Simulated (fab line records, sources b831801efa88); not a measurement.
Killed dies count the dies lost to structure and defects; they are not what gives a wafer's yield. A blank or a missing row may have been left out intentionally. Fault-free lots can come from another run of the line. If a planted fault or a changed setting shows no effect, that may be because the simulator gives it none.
8D (eight disciplines) problem report, filled in by code	flow gf180mcu	the parts of the form that need people (team, actions taken, sign-off) are left out

== 1. THE PROBLEM ==
On 3 wafers of 1 lot, run_length_s at GF_SAB_WET_ETCH_12 has a mean of 70 s; fault-free wafers read 469 s, standard deviation 3.9. So: -99 or more standard deviations from the usual mean.
The step: etches SiO2 in dHF, target depth 22 nm, time 440 s.
First observed at day 22 08:35: wafer L331.2, on wet_bench-02. At this step, 39 wafers from 13 lots have a number in the record. Rule for "out", or "out of limits": more than 4 standard deviations from the usual mean. All remaining wafers that have a number are taken as sound.

== 2. WHAT IT IS, AND WHAT IT ISN'T ==
question	is	is not
which readings at this step	run_length_s	-
which lots	L331	L314, L315, L316, L318, L319, L320, L322, L323, L324, L325, L332, L334
which wafers of those lots	all that have a number	-
read on which tools	wet_bench-02	wet_bench-01, wet_bench-04
when	from day 22 08:35	up to then (30 sound wafers); but 6 sound wafers of L332, L334 came after

== 3. THE SUSPECTS, EACH WITH WHAT RULES IT OUT ==
Counting: a tool at a process step up to the reading stays a suspect if it ran every lot that is out and no sound lot after the first of them.
- plasma_asher-01 at GF_PSD_STRIP_10 (strips in O2/N2): ruled out as a lasting fault. Sound lots L334 ran on it after its first lot that is out, L331 (day 21 08:37).
- wet_bench-02 at GF_SAB_WET_ETCH_12 (etches SiO2 in dHF, target depth 22 nm, time 440 s): kept. It ran the lot that is out, L331 (day 22 08:35), and no sound lot after that; its last sound lot up to then is L323 (day 19 11:44). Its own run_length_s readings are out on those wafers.
After counting, what remains is wet_bench-02 at GF_SAB_WET_ETCH_12.

== 4. THE CAUSE (what the simulator had put in) ==
wet_bench-02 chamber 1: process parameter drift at GF_SAB_WET_ETCH_12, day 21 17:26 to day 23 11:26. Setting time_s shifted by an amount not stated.
The count eliminated every tool but this one.

== 5. THE EFFECT CHAIN, in route order ==
Each row: a reading whose mean over the struck wafers that have a number lies more than 3 standard deviations from the usual. Scope: only readings with a usual standard deviation given in the record; hours: median across lots of the time from each lot's start at the first step in this table that gives one to its start at this step; sigmas: change in usual standard deviations.
hours	step	reading	usual	on struck wafers	change	sigmas
0	GF_SAB_WET_ETCH_12	run_length_s	469 s	70	-399	-99 or more
Here are the process steps it includes:
- GF_SAB_WET_ETCH_12: etches SiO2 in dHF, target depth 22 nm, time 440 s.
Later measuring or inspecting steps at which every struck wafer that the step has a row for has a number for every such reading, and none has moved that far: GF_SALICIDE_RS_MEAS_04.

== 6. HOW IT WOULD HAVE BEEN CAUGHT EARLIER ==
First out-of-limits reading in this record: day 22 08:35, which is 15 hours after fault onset at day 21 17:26.
